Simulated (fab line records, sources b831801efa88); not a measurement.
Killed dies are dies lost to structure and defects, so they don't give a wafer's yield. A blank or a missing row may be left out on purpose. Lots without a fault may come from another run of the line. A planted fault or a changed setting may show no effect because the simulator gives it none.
fab line records | flow gf180mcu
record lots=5 wafers=15 last_day=33
route steps=602 shown M2@371 V2@382 M3@409
lots that met no fault: from a run of the same line without faults
start_h: hours from the record's first day to the start of the lot's first wafer shown | wait_h: hours since the lot's step before | " the same as in the row above | L1.1+2: a row that stands for several wafers | - no value, or no start given | * or withheld: withheld | < > ~ a bound
route shown NAME@n: a module of which the file shows steps, and the number in the route of the first | usual: mean/standard deviation of fault-free wafers | same: alike in all rows | chamber/n: place in a boat | sites: the reading at each site | _std_site: their standard deviation | _edge_site: outer sites' mean less inner sites' | radius_mm: how far each site lies from the wafer's centre | mask NAME#n: copy n | behind: the tool/chamber that last shaped the wafer | hold: why the lot was held/for how many hours/how that ended | device: the transistor (n, p or np) that didn't switch | end of line: the same wafers' tests at the end of the route | a step without rows: its recipe alone | killed: dies lost to structure and defects at the first sort, not the wafer's yield | map: a wafer's dies, x killed, . not, _ none there
set.NAME: the setting as run; set.NAME@STEP: as run at that earlier step | model.NAME: the simulator's own value behind a step, which no gauge read
lots at some steps of the route; a table a step, a row a wafer
services: from which hour (start_h, from the record's first day; less than 0 if before it) a tool's chamber was out of use, for how many hours, and why
## steps
# step GF_M2_COAT_09
# recipe resist=KrF spin_rpm=withheld resist_thk_nm=1000
# columns lot.wafer tool chamber start_h wait_h
L079.2+5+6 litho_track-03 0 472.24 0.1
L080.1+2+4 litho_track-03 0 487.52 0.1
L084.1+3+6 litho_track-04 0 514.87 0.1
L091.2+3+4 litho_track-04 0 571.90 0.1
L092.4+5+6 litho_track-01 0 577.23 0.1
# step GF_M2_SOFTBAKE_10
# recipe temp_c=130 time_s=60 resist=KrF
# same time_s=60
# columns lot.wafer tool chamber start_h wait_h
L079.2+5+6 litho_track-03 0 472.39 0.1
L080.1+2+4 litho_track-03 0 487.67 0.1
L084.1+3+6 litho_track-04 0 515.02 0.1
L091.2+3+4 litho_track-04 0 572.05 0.1
L092.4+5+6 litho_track-01 0 577.38 0.1
# step GF_M2_EXPOSE_11
# recipe mask_id=Metal2 target_cd_nm=280 na=0.68 source_shape=conventional sigma_outer=0.6 dose_mj=28
# columns lot.wafer tool chamber start_h wait_h mask
L079.2+5+6 krf_scanner-01 0 - - Metal2#0
L080.1+2+4 krf_scanner-01 0 - - Metal2#0
L084.1+3+6 krf_scanner-01 0 - - Metal2#0
L091.2+3+4 krf_scanner-02 0 - - Metal2#0
L092.4+5+6 krf_scanner-01 0 - - Metal2#0
# step GF_M2_PEB_12
# recipe peb_temp_c=135 peb_time_s=90 resist=KrF
# columns lot.wafer tool chamber start_h wait_h
L079.2+5+6 litho_track-04 0 - -
L080.1+2+4 litho_track-01 0 - -
L084.1+3+6 litho_track-01 0 - -
L091.2+3+4 litho_track-04 0 - -
L092.4+5+6 litho_track-01 0 - -
# step GF_M2_DEVELOP_13
# recipe develop_time_s=60 dev_temp_c=21
# columns lot.wafer tool chamber start_h wait_h
L079.2+5+6 litho_track-04 0 484.60 0.2
L080.1+2+4 litho_track-01 0 499.86 0.2
L084.1+3+6 litho_track-01 0 526.91 0.2
L091.2+3+4 litho_track-04 0 582.95 0.2
L092.4+5+6 litho_track-01 0 588.08 0.1
# step GF_M2_CD_MEAS_14
# recipe target_cd_nm=280
# usual cd_nm=279.9/1.3
# columns lot.wafer tool chamber start_h wait_h cd_nm
L079.2 cd_sem-01 - 484.74 0.1 281.4
L079.5 " - " " 279.9
L079.6 " - " " 278.7
L080.1 cd_sem-02 - 500.01 0.1 278.3
L080.2 " - " " 279.2
L080.4 " - " " 277.8
L084.1 cd_sem-02 - 527.06 0.1 278.7
L084.3 " - " " 279.2
L084.6 " - " " 278.7
L091.2 cd_sem-01 - 583.09 0.1 280.5
L091.3 " - " " 278.7
L091.4 " - " " 279.7
L092.4 cd_sem-02 - 588.22 0.1 280.9
L092.5 " - " " 280.8
L092.6 " - " " 280.2
# step GF_M2_OVL_MEAS_15
# usual M2_OVL=2/4.7
# columns lot.wafer tool chamber start_h wait_h M2_OVL[nm]
L079.2 overlay-01 - 484.85 0.1 -3
L079.5 " - " " -8
L079.6 " - " " -7
L080.1 overlay-02 - 500.13 0.1 -2
L080.2 " - " " 0
L080.4 " - " " 6
L084.1 overlay-02 - 527.18 0.1 4
L084.3 " - " " 6
L084.6 " - " " 6
L091.2 overlay-01 - 583.20 0.1 3
L091.3 " - " " -1
L091.4 " - " " 4
L092.4 overlay-02 - 588.30 0.1 3
L092.5 " - " " 3
L092.6 " - " " 11
# step GF_M2_METAL_ETCH_16
# recipe chemistry=Cl2/BCl3 mask_material=KrF target_depth_nm=627.5 stop_on=SiO2 pressure_mtorr=8 icp_w=800 bias_w=137.6 Cl2_flow_sccm=80 bcl3_flow_sccm=40 time_s=104.6
# usual chamber_pressure_mTorr=8.000/0.0072 drypump_motor_current_A=5.9/0.32 mfc_cl2_sccm=79.96/0.25 oes_product_au=0.971/0.0058 throttle_valve_pct=28.252/0.0096
# same time_s=104.6
# columns lot.wafer tool chamber start_h wait_h chamber_pressure_mTorr drypump_motor_current_A mfc_cl2_sccm oes_product_au rf_hours_counter_h throttle_valve_pct
L079.2 rie_metal-03 0 484.88 0.0 8.007 6.0 79.99 0.973 8.4 28.243
L079.5 " 0 " " 7.989 6.0 79.55 0.975 - 28.238
L079.6 " 1 " " 8.001 5.7 80.01 0.975 - 28.253
L080.1 rie_metal-03 0 500.17 0.0 7.995 6.0 80.06 0.972 8.6 28.255
L080.2 " 1 " " 8.002 5.8 80.07 0.967 6.4 28.276
L080.4 " 0 " " 8.002 6.0 80.15 0.972 - 28.248
L084.1 rie_metal-04 1 527.22 0.0 8.011 5.4 80.16 0.974 7.7 28.243
L084.3 " 1 " " 7.999 5.4 80.08 0.967 - 28.249
L084.6 " 1 " " 8.005 5.4 79.95 0.969 - 28.252
L091.2 rie_metal-04 0 583.23 0.0 7.998 6.0 80.23 0.970 8.0 28.261
L091.3 " 0 " " 8.005 6.0 79.89 0.973 - 28.252
L091.4 " 1 " " 7.998 5.4 79.82 0.973 - 28.246
L092.4 rie_metal-04 0 588.35 0.0 8.006 6.0 80.11 0.975 - 28.246
L092.5 " 1 " " 7.997 5.3 79.92 0.965 - 28.261
L092.6 " 0 " " 7.992 6.0 80.14 0.952 - 28.253
# step GF_M2_STRIP_17
# recipe chemistry=O2/N2 power_w=1400 pressure_mtorr=1500 platen_temp_c=250 o2_flow_sccm=3000 n2_flow_sccm=300 overash_fraction=0.5
# usual chamber_pressure_mTorr=1499.9/1.3 drypump_motor_current_A=5.9/0.56 heater_power_w=353/40 oes_product_au=0.559/0.0054 platen_temp_c=250.03/0.19 strip_time_to_endpoint_s=7.91/0.04
# columns lot.wafer tool chamber start_h wait_h chamber_pressure_mTorr drypump_motor_current_A heater_power_w oes_product_au platen_temp_c rf_hours_counter_h strip_time_to_endpoint_s
L079.2 plasma_asher-01 0 484.99 0.1 1499.6 6.4 348 0.555 250.29 70 7.91
L079.5 " 1 " " 1498.8 5.4 316 0.556 249.94 - 7.93
L079.6 " 0 " " 1498.5 6.4 342 0.550 250.46 - 7.85
L080.1 plasma_asher-03 0 500.28 0.1 1500.7 5.6 326 0.561 250.21 44 7.87
L080.2 " 1 " " 1501.2 4.9 303 0.556 250.01 44 7.86
L080.4 " 1 " " 1498.2 4.9 289 0.566 250.12 - 7.90
L084.1 plasma_asher-04 0 527.33 0.1 1501.4 6.1 390 0.565 249.94 85 7.92
L084.3 " 1 " " 1501.9 6.6 392 0.562 249.76 - 7.89
L084.6 " 1 " " 1500.6 6.6 395 0.557 249.99 - 7.92
L091.2 plasma_asher-04 0 583.34 0.1 1501.7 6.1 392 0.549 250.12 91 7.89
L091.3 " 1 " " 1500.8 6.6 405 0.557 249.98 - 7.86
L091.4 " 0 " " 1500.1 6.0 405 0.562 250.21 - 7.93
L092.4 plasma_asher-03 1 588.46 0.1 1498.9 4.9 289 0.549 250.57 - 7.88
L092.5 " 1 " " 1501.4 4.9 291 0.560 250.47 - 7.90
L092.6 " 0 " " 1501.6 5.6 326 0.551 250.07 - 7.85
# step GF_M2_STRIP_18
# recipe chemistry=post_etch_residue_remover time_s=1200 temp_c=72.5
# same time_s=1200
# columns lot.wafer tool chamber start_h wait_h
L079.2+5+6 wet_bench-03 3 485.09 0.1
L080.1+2+4 wet_bench-01 3 500.38 0.1
L084.1+3+6 wet_bench-03 2 527.43 0.1
L091.2+3+4 wet_bench-04 1 583.44 0.1
L092.4+5+6 wet_bench-03 2 588.53 0.0
# step GF_M2_CLEAN_19
# recipe chemistry=DIW dry=n2_spin
# columns lot.wafer tool chamber start_h wait_h
L079.2+5+6 wet_bench-04 2 485.43 0.0
L080.1+2+4 wet_bench-03 0 500.75 0.0
L084.1+3+6 wet_bench-04 2 527.84 0.0
L091.2+3+4 wet_bench-03 0 583.81 0.0
L092.4+5+6 wet_bench-04 2 588.90 0.0
# step GF_V2_CVD_00
# recipe material=SiO2 target_thk_nm=600 sigma_open_frac=0.3 temp_c=400 time_s=100 sih4_flow_sccm=60 pressure_mtorr=6
# same time_s=100
# columns lot.wafer tool chamber start_h wait_h
L079.2+5+6 hdpcvd-01 1,0,1 485.53 0.0
L080.1+2+4 hdpcvd-02 1,0,2 500.85 0.0
L084.1+3+6 hdpcvd-01 0,2,2 527.94 0.0
L091.2+3+4 hdpcvd-01 0,2,0 583.92 0.0
L092.4+5+6 hdpcvd-02 0,0,2 589.03 0.0
# step GF_V2_THK_MEAS_01
# recipe reads=SiO2_of_V2_CVD_00
# usual V2_CVD_00_THK=597/7
# columns lot.wafer tool chamber start_h wait_h V2_CVD_00_THK[nm]
L079.2 film_metro-02 - 485.67 0.1 597
L079.5 " - " " 610
L079.6 " - " " 601
L080.1 film_metro-02 - 500.92 0.0 593
L080.2 " - " " 593
L080.4 " - " " 597
L084.1 film_metro-03 - 528.01 0.0 598
L084.3 " - " " 599
L084.6 " - " " 598
L091.2 film_metro-02 - 584.00 0.0 587
L091.3 " - " " 589
L091.4 " - " " 600
L092.4 film_metro-02 - 589.13 0.1 600
L092.5 " - " " 597
L092.6 " - " " 599
# step GF_V2_CVD_02
# recipe material=SiO2 target_thk_nm=850 precursor=TEOS temp_c=400 time_s=94.851 rf_w=600
# usual heater_power_w=665/99
# same time_s=94.851
# columns lot.wafer tool chamber start_h wait_h heater_power_w
L079.2 pecvd-03 1 485.72 0.0 740
L079.5 " 1 " " 810
L079.6 " 2 " " 535
L080.1 pecvd-02 0 500.98 0.1 622
L080.2 " 2 " " 667
L080.4 " 0 " " 504
L084.1 pecvd-03 0 528.07 0.1 711
L084.3 " 2 " " 678
L084.6 " 1 " " 801
L091.2 pecvd-04 2 584.05 0.0 537
L091.3 " 0 " " 616
L091.4 " 0 " " 488
L092.4 pecvd-02 0 589.20 0.1 551
L092.5 " 2 " " 735
L092.6 " 1 " " 605
# step GF_V2_THK_MEAS_03
# recipe reads=SiO2_of_V2_CVD_02
# usual V2_CVD_02_THK=851/12
# columns lot.wafer tool chamber start_h wait_h V2_CVD_02_THK[nm]
L079.2 film_metro-03 - 485.80 0.0 856
L079.5 " - " " 876
L079.6 " - " " 859
L080.1 film_metro-04 - 501.05 0.0 861
L080.2 " - " " 851
L080.4 " - " " 865
L084.1 film_metro-04 - 528.14 0.0 830
L084.3 " - " " 833
L084.6 " - " " 850
L091.2 film_metro-04 - 584.13 0.0 852
L091.3 " - " " 854
L091.4 " - " " 864
L092.4 film_metro-03 - 589.26 0.0 853
L092.5 " - " " 855
L092.6 " - " " 865
# step GF_V2_CMP_04
# recipe material=SiO2 down_force_psi=4 platen_rpm=60 pad_velocity_m_s=0.94248
# usual motor_current_A=12.3/1.9 slurry_flow_ml_min=150.0/0.45 time_to_endpoint_s=82/5.9
# columns lot.wafer tool chamber start_h wait_h motor_current_A slurry_flow_ml_min time_to_endpoint_s
L079.2 cmp-02 1 485.85 0.0 12.9 149.7 89
L079.6 " 1 " " 12.1 149.3 91
L079.5 " 2 " " 11.6 150.0 89
L080.1 cmp-01 0 501.11 0.1 11.6 150.4 81
L080.4 " 2 " " 9.3 149.9 85
L080.2 " 3 " " 11.0 150.2 83
L084.1 cmp-01 3 528.20 0.1 11.1 150.4 76
L084.3 " 2 " " 9.7 149.3 71
L084.6 " 0 " " 11.2 150.8 80
L091.2 cmp-02 1 584.30 0.2 12.6 149.7 88
L091.4 " 2 " " 11.6 150.6 83
L091.3 " 3 " " 15.0 150.0 80
L092.4 cmp-02 3 589.39 0.1 14.3 150.9 79
L092.5 " 1 " " 12.3 150.2 86
L092.6 " 2 " " 12.2 150.3 81
# step GF_V2_BOW_MEAS_05
# recipe mode=bow
# usual V2_BOW=100/8.1
# columns lot.wafer tool chamber start_h wait_h V2_BOW[um]
L079.2 film_metro-04 - 486.17 0.3 92
L079.5 " - " " 94
L079.6 " - " " 96
L080.1 film_metro-03 - 501.41 0.2 100
L080.2 " - " " 106
L080.4 " - " " 95
L084.1 film_metro-02 - 528.50 0.2 110
L084.3 " - " " 106
L084.6 " - " " 103
L091.2 film_metro-02 - 584.57 0.2 114
L091.3 " - " " 97
L091.4 " - " " 101
L092.4 film_metro-03 - 589.65 0.2 124
L092.5 " - " " 108
L092.6 " - " " 117
# step GF_V2_DEHYDRATE_06
# recipe temp_c=200 time_s=60
# same time_s=60
# columns lot.wafer tool chamber start_h wait_h
L079.2+5+6 litho_track-03 0 497.29 11.1
L080.1+2+4 litho_track-02 0 511.85 10.4
L084.1+3+6 litho_track-03 0 539.07 10.6
L091.2+3+4 litho_track-03 0 594.14 9.6
L092.4+5+6 litho_track-03 0 599.69 10.0
# step GF_V2_HMDS_07
# recipe prime_time_s=60 prime_temp_c=120
# columns lot.wafer tool chamber start_h wait_h
L079.2+5+6 litho_track-03 0 497.44 0.1
L080.1+2+4 litho_track-02 0 512.00 0.1
L084.1+3+6 litho_track-03 0 539.22 0.1
L091.2+3+4 litho_track-03 0 594.29 0.1
L092.4+5+6 litho_track-03 0 599.84 0.1
# step GF_V2_COAT_08
# recipe resist=BARC temp_c=withheld time_s=withheld spin_rpm=withheld resist_thk_nm=withheld
# columns lot.wafer tool chamber start_h wait_h
L079.2+5+6 litho_track-03 0 497.59 0.1
L080.1+2+4 litho_track-02 0 512.15 0.1
L084.1+3+6 litho_track-03 0 539.37 0.1
L091.2+3+4 litho_track-03 0 594.44 0.1
L092.4+5+6 litho_track-03 0 599.99 0.1
# step GF_V2_COAT_09
# recipe resist=KrF spin_rpm=withheld resist_thk_nm=1018
# columns lot.wafer tool chamber start_h wait_h
L079.2+5+6 litho_track-03 0 - -
L080.1+2+4 litho_track-02 0 - -
L084.1+3+6 litho_track-03 0 - -
L091.2+3+4 litho_track-03 0 - -
L092.4+5+6 litho_track-03 0 - -
# step GF_V2_SOFTBAKE_10
# recipe temp_c=130 time_s=60 resist=KrF
# same time_s=60
# columns lot.wafer tool chamber start_h wait_h
L079.2+5+6 litho_track-03 0 - -
L080.1+2+4 litho_track-02 0 - -
L084.1+3+6 litho_track-03 0 - -
L091.2+3+4 litho_track-03 0 - -
L092.4+5+6 litho_track-03 0 - -
# step GF_V2_EXPOSE_11
# recipe mask_id=Via2 target_cd_nm=260 na=0.68 source_shape=conventional sigma_outer=0.6 dose_mj=38
# columns lot.wafer tool chamber start_h wait_h mask
L079.2+5+6 krf_scanner-02 0 - - Via2#0
L080.1+2+4 krf_scanner-01 0 - - Via2#0
L084.1+3+6 krf_scanner-01 0 - - Via2#0
L091.2+3+4 krf_scanner-01 0 - - Via2#0
L092.4+5+6 krf_scanner-02 0 - - Via2#0
# step GF_V2_PEB_12
# recipe peb_temp_c=135 peb_time_s=90 resist=KrF
# columns lot.wafer tool chamber start_h wait_h
L079.2+5+6 litho_track-02 0 - -
L080.1+2+4 litho_track-04 0 - -
L084.1+3+6 litho_track-02 0 - -
L091.2+3+4 litho_track-03 0 - -
L092.4+5+6 litho_track-02 0 - -
# step GF_V2_DEVELOP_13
# recipe develop_time_s=60 resist=KrF dev_temp_c=21
# columns lot.wafer tool chamber start_h wait_h
L079.2+5+6 litho_track-02 0 509.67 0.2
L080.1+2+4 litho_track-04 0 523.97 0.2
L084.1+3+6 litho_track-02 0 551.65 0.2
L091.2+3+4 litho_track-03 0 605.14 0.2
L092.4+5+6 litho_track-02 0 610.42 0.1
# step GF_V2_CD_MEAS_14
# recipe target_cd_nm=260
# usual cd_nm=260.0/1.2
# columns lot.wafer tool chamber start_h wait_h cd_nm
L079.2 cd_sem-02 - 509.82 0.1 259.0
L079.5 " - " " 259.8
L079.6 " - " " 260.1
L080.1 cd_sem-01 - 524.12 0.1 260.2
L080.2 " - " " 260.9
L080.4 " - " " 260.6
L084.1 cd_sem-01 - 551.80 0.1 258.3
L084.3 " - " " 259.0
L084.6 " - " " 259.1
L091.2 cd_sem-02 - 605.29 0.1 260.6
L091.3 " - " " 260.5
L091.4 " - " " 260.5
L092.4 cd_sem-02 - 610.56 0.1 257.9
L092.5 " - " " 259.9
L092.6 " - " " 257.0
# step GF_V2_OVL_MEAS_15
# usual V2_OVL=0/6
# columns lot.wafer tool chamber start_h wait_h V2_OVL[nm]
L079.2 overlay-01 - 509.93 0.1 -11
L079.5 " - " " -11
L079.6 " - " " -7
L080.1 overlay-02 - 524.24 0.1 10
L080.2 " - " " 5
L080.4 " - " " 12
L084.1 overlay-02 - 551.92 0.1 7
L084.3 " - " " 11
L084.6 " - " " -4
L091.2 overlay-01 - 605.39 0.1 11
L091.3 " - " " 3
L091.4 " - " " 13
L092.4 overlay-01 - 610.64 0.1 3
L092.5 " - " " -2
L092.6 " - " " -5
# step GF_V2_ETCH_16
# recipe chemistry=N2/H2 target_depth_a=withheld overetch_a=withheld time_s=withheld target=BARC ion_energy_ev=200 source_w=500 bias_w=100 pressure_mtorr=30 n2_flow_sccm=100 h2_flow_sccm=200
# usual chamber_pressure_mTorr=30.000/0.024 drypump_motor_current_A=6.0/0.36 oes_product_au=0.855/0.0051 throttle_valve_pct=13.224/0.0099
# columns lot.wafer tool chamber start_h wait_h chamber_pressure_mTorr drypump_motor_current_A oes_product_au throttle_valve_pct
L079.2 rie_diel-04 3 509.96 0.0 30.007 6.1 0.863 13.228
L079.5 " 2 " " 30.015 6.3 0.852 13.223
L079.6 " 1 " " 30.012 6.7 0.849 13.229
L080.1 rie_diel-04 2 524.28 0.0 30.002 6.3 0.854 13.228
L080.2 " 3 " " 29.969 6.1 0.855 13.228
L080.4 " 1 " " 30.016 6.7 0.858 13.208
L084.1 rie_diel-01 2 551.95 0.0 30.016 5.8 0.849 13.224
L084.3 " 0 " " 29.978 6.4 0.863 13.222
L084.6 " 2 " " 29.990 5.8 0.859 13.224
L091.2 rie_diel-03 1 605.42 0.0 30.014 6.3 0.850 13.237
L091.3 " 2 " " 30.006 5.8 0.856 13.231
L091.4 " 0 " " 30.034 6.3 0.861 13.226
L092.4 rie_diel-03 1 610.68 0.0 30.003 6.3 0.854 13.235
L092.5 " 0 " " 29.995 6.3 0.856 13.213
L092.6 " 2 " " 29.973 5.8 0.851 13.209
# step GF_V2_ETCH_17
# recipe chemistry=C4F8/O2/Ar mask_material=KrF target=SiO2 stop_on=TiN source_w=1500 bias_w=1200 pressure_mtorr=40 c4f8_flow_sccm=withheld O2_flow_sccm=6 Ar_flow_sccm=300 time_s=withheld target_depth_a=6300
# usual chamber_pressure_mTorr=40.00/0.042 oes_product_au=0.856/0.0048
# columns lot.wafer tool chamber start_h wait_h chamber_pressure_mTorr oes_product_au
L079.2 rie_diel-04 3 - - 40.01 0.855
L079.5 " 2 " " 39.95 0.850
L079.6 " 1 " " 40.02 0.849
L080.1 rie_diel-04 2 - - 40.04 0.851
L080.2 " 3 " " 40.06 0.855
L080.4 " 1 " " 40.00 0.861
L084.1 rie_diel-01 2 - - 40.03 0.855
L084.3 " 0 " " 39.95 0.860
L084.6 " 2 " " 40.02 0.852
L091.2 rie_diel-03 1 - - 39.98 0.853
L091.3 " 2 " " 40.03 0.856
L091.4 " 0 " " 40.02 0.855
L092.4 rie_diel-03 1 - - 40.01 0.857
L092.5 " 0 " " 39.98 0.851
L092.6 " 2 " " 40.05 0.855
# step GF_V2_STRIP_18
# recipe chemistry=O2/N2 power_w=1400 pressure_mtorr=1500 platen_temp_c=250 o2_flow_sccm=3000 n2_flow_sccm=300 overash_fraction=0.5
# usual chamber_pressure_mTorr=1500.0/1.4 drypump_motor_current_A=5.7/0.57 heater_power_w=353/43 oes_product_au=0.599/0.0049 platen_temp_c=249.97/0.19
# columns lot.wafer tool chamber start_h wait_h chamber_pressure_mTorr drypump_motor_current_A heater_power_w oes_product_au platen_temp_c rf_hours_counter_h
L079.2 plasma_asher-02 0 510.08 - 1499.5 5.1 384 0.603 249.90 8
L079.5 " 1 " " 1498.5 5.7 311 0.595 250.38 -
L079.6 " 0 " " 1499.6 5.2 384 0.602 250.17 -
L080.1 plasma_asher-02 0 524.41 - 1497.6 5.1 379 0.602 250.01 10
L080.2 " 1 " " 1499.0 5.7 314 0.589 249.89 10
L080.4 " 1 " " 1499.8 5.6 312 0.601 249.69 -
L084.1 plasma_asher-02 0 552.08 - 1500.2 5.1 389 0.603 250.05 13
L084.3 " 1 " " 1499.7 5.7 311 0.597 249.86 -
L084.6 " 0 " " 1501.5 5.1 384 0.600 249.86 -
L091.2 plasma_asher-04 0 605.55 - 1500.4 6.1 403 0.595 249.81 93
L091.3 " 0 " " 1499.2 6.1 394 0.598 249.88 -
L091.4 " 1 " " 1500.2 6.6 393 0.599 249.68 -
L092.4 plasma_asher-02 1 610.82 - 1500.2 5.7 309 0.604 249.96 -
L092.5 " 0 " " 1501.7 5.1 392 0.597 250.05 -
L092.6 " 1 " " 1498.3 5.6 306 0.606 250.03 -
# step GF_V2_STRIP_19
# recipe chemistry=post_etch_residue_remover time_s=1200 temp_c=72.5
# same time_s=1200
# columns lot.wafer tool chamber start_h wait_h
L079.2+5+6 wet_bench-03 2 510.18 0.1
L080.1+2+4 wet_bench-02 3 524.51 0.1
L084.1+3+6 wet_bench-03 3 552.18 0.1
L091.2+3+4 wet_bench-01 0 605.65 0.1
L092.4+5+6 wet_bench-03 1 610.88 0.0
# step GF_V2_CLEAN_20
# recipe chemistry=DIW dry=n2_spin
# columns lot.wafer tool chamber start_h wait_h
L079.2+5+6 wet_bench-01 2 510.59 0.0
L080.1+2+4 wet_bench-03 1 524.85 0.0
L084.1+3+6 wet_bench-02 3 552.53 0.0
L091.2+3+4 wet_bench-02 3 605.99 0.0
L092.4+5+6 wet_bench-02 1 611.22 0.0
# step GF_V2_SPUTTER_21
# recipe material=Ti target_thk_nm=15 chamber_pressure_pa=5 power_w=2500 substrate_temp_c=200 time_s=80.02
# usual throttle_valve_pct=29.8/0.89
# same time_s=80.02
# columns lot.wafer tool chamber start_h wait_h throttle_valve_pct
L079.2 pvd_sputter-02 - 510.69 0.0 30.6
L079.5 " - " " 30.7
L079.6 " - " " 30.7
L080.1 pvd_sputter-02 - 524.96 0.0 29.0
L080.2 " - " " 30.1
L080.4 " - " " 30.7
L084.1 pvd_sputter-01 - 552.63 0.0 31.1
L084.3 " - " " 28.7
L084.6 " - " " 29.8
L091.2 pvd_sputter-01 - 606.09 0.0 28.6
L091.3 " - " " 29.6
L091.4 " - " " 28.7
L092.4 pvd_sputter-02 - 611.32 0.0 29.8
L092.5 " - " " 30.0
L092.6 " - " " 30.4
# step GF_V2_SPUTTER_22
# recipe material=TiN target_thk_nm=10 chamber_pressure_pa=5 power_w=4000 time_s=40
# usual throttle_valve_pct=29.8/0.87
# same time_s=40
# columns lot.wafer tool chamber start_h wait_h throttle_valve_pct
L079.2 pvd_sputter-02 - 510.75 0.0 30.4
L079.5 " - " " 30.4
L079.6 " - " " 30.5
L080.1 pvd_sputter-02 - 525.02 0.0 29.2
L080.2 " - " " 29.9
L080.4 " - " " 30.5
L084.1 pvd_sputter-01 - 552.69 0.0 31.1
L084.3 " - " " 28.8
L084.6 " - " " 29.8
L091.2 pvd_sputter-01 - 606.15 0.0 28.8
L091.3 " - " " 29.8
L091.4 " - " " 29.0
L092.4 pvd_sputter-02 - 611.38 0.0 29.7
L092.5 " - " " 29.7
L092.6 " - " " 30.6
# step GF_V2_CVD_23
# recipe material=W target_thk_nm=350 time_s=104.94 temp_c=400 pressure_torr=40
# usual heater_power_w=887/39
# same time_s=104.94
# columns lot.wafer tool chamber start_h wait_h heater_power_w
L079.2 cvd_w-01 1 510.79 0.0 917
L079.5 " 0 " " 900
L079.6 " 1 " " 917
L080.1 cvd_w-02 1 525.06 0.0 838
L080.2 " 0 " " 845
L080.4 " 0 " " 849
L084.1 cvd_w-01 0 552.73 0.0 880
L084.3 " 0 " " 913
L084.6 " 0 " " 899
L091.2 cvd_w-01 1 606.19 0.0 946
L091.3 " 1 " " 912
L091.4 " 0 " " 901
L092.4 cvd_w-02 1 611.45 0.1 862
L092.5 " 1 " " 859
L092.6 " 0 " " 862
# step GF_V2_RS_MEAS_24
# recipe thk_meas_gauge=four-point-probe reads=W_of_V2_CVD_23+TiN_of_V2_SPUTTER_22+Ti_of_V2_SPUTTER_21
# usual V2_W_RS=0.325/0.005
# columns lot.wafer tool chamber start_h wait_h V2_W_RS[ohm/sq]
L079.2 film_metro-04 - 510.92 0.1 0.320
L079.5 " - " " 0.330
L079.6 " - " " 0.318
L080.1 film_metro-03 - 525.17 0.1 0.314
L080.2 " - " " 0.321
L080.4 " - " " 0.322
L084.1 film_metro-02 - 552.84 0.1 0.329
L084.3 " - " " 0.330
L084.6 " - " " 0.330
L091.2 film_metro-02 - 606.32 0.1 0.322
L091.3 " - " " 0.322
L091.4 " - " " 0.330
L092.4 film_metro-04 - 611.59 0.1 0.318
L092.5 " - " " 0.320
L092.6 " - " " 0.325
# step GF_V2_THK_MEAS_25
# recipe thk_meas_gauge=xrf reads=W_of_V2_CVD_23
# usual V2_W_THK=347/6
# columns lot.wafer tool chamber start_h wait_h V2_W_THK[nm]
L079.2 film_metro-04 - 511.03 0.1 352
L079.5 " - " " 338
L079.6 " - " " 352
L080.1 film_metro-03 - 525.29 0.1 357
L080.2 " - " " 350
L080.4 " - " " 350
L084.1 film_metro-02 - 552.96 0.1 342
L084.3 " - " " 341
L084.6 " - " " 345
L091.2 film_metro-02 - 606.43 0.1 358
L091.3 " - " " 356
L091.4 " - " " 349
L092.4 film_metro-04 - 611.68 0.1 353
L092.5 " - " " 348
L092.6 " - " " 343
# step GF_V2_CMP_26
# recipe stop_on=SiO2 down_force_psi=3.5 platen_rpm=60 t_overpolish_s=15 target_thk_nm=0 pad_velocity_m_s=0.94248
# usual motor_current_A=11.4/1.8 overpolish_run_s=14.998/0.0091 slurry_flow_ml_min=149.9/0.49 time_to_endpoint_s=87/4
# same t_overpolish_s=15
# columns lot.wafer tool chamber start_h wait_h motor_current_A overpolish_run_s slurry_flow_ml_min time_to_endpoint_s
L079.2 cmp-01 2 511.23 0.2 9.6 14.994 150.3 84
L079.5 " 3 " " 9.7 14.996 150.1 86
L079.6 " 0 " " 10.9 14.985 149.7 87
L080.2 cmp-02 0 525.35 0.0 14.1 15.007 150.4 90
L080.1 " 1 " " 11.8 14.996 150.3 94
L080.4 " 3 " " 13.9 14.987 149.2 83
L084.1 cmp-02 2 553.02 0.1 10.7 15.006 150.8 86
L084.3 " 0 " " 14.4 15.001 150.3 93
L084.6 " 2 " " 11.2 15.000 150.0 86
L091.3 cmp-02 1 606.77 0.3 10.7 15.009 150.6 91
L091.4 " 2 " " 10.9 14.997 148.9 81
L091.2 " 3 " " 14.2 14.975 150.7 83
L092.4 cmp-01 0 611.86 0.2 10.7 15.012 150.1 91
L092.6 " 1 " " 9.5 14.998 150.1 89
L092.5 " 2 " " 9.0 14.995 149.5 87
# step GF_M3_SPUTTER_00
# recipe material=Ti target_thk_nm=37.5 arriving_ion_energy_ev=80 substrate_temp_c=200 chamber_pressure_pa=2 power_w=4000 time_s=150
# usual throttle_valve_pct=29.9/0.98
# same time_s=150
# columns lot.wafer tool chamber start_h wait_h throttle_valve_pct
L079.2 pvd_sputter-04 - 511.38 0.1 29.7
L079.5 " - " " 30.5
L079.6 " - " " 28.9
L080.1 pvd_sputter-01 - 525.65 0.2 30.9
L080.2 " - " " 28.7
L080.4 " - " " 28.5
L084.1 pvd_sputter-01 - 553.32 0.2 29.9
L084.3 " - " " 29.0
L084.6 " - " " 29.6
L091.2 pvd_sputter-03 - 607.02 0.1 31.3
L091.3 " - " " 31.5
L091.4 " - " " 30.2
L092.4 pvd_sputter-03 - 612.01 0.1 29.0
L092.5 " - " " 29.9
L092.6 " - " " 31.2
## services
# columns tool chamber start_h hours kind
krf_scanner-01 - 464.20 0.8 pm
krf_scanner-01 - 473.34 7.2 pm
pvd_sputter-02 - 474.44 3.5 repair
cmp-01 - 482.40 2.3 repair
pvd_sputter-02 - 491.33 12.8 repair
krf_scanner-01 - 491.73 0.5 repair
krf_scanner-01 - 500.58 1.3 pm
cmp-01 - 501.75 1.2 repair
rie_diel-03 3 524.28 2.4 repair
rie_diel-04 1 531.61 5.4 repair
wet_bench-02 - 533.87 1.4 repair
wet_bench-04 - 547.32 1.0 repair
cmp-01 - 552.53 15.7 pm
krf_scanner-01 - 567.63 1.0 pm
cmp-02 - 568.49 6.4 pm
wet_bench-02 - 569.99 3.5 repair
cmp-01 - 572.26 4.0 pm
cmp-02 - 576.43 7.8 pm
rie_diel-04 - 578.94 14.6 pm
cmp-02 - 589.71 3.4 repair
cmp-01 - 596.90 0.8 repair
rie_diel-03 3 597.70 22.7 repair
rie_diel-04 0 598.15 14.9 repair
cmp-01 - 606.01 4.8 repair
## key
fault none
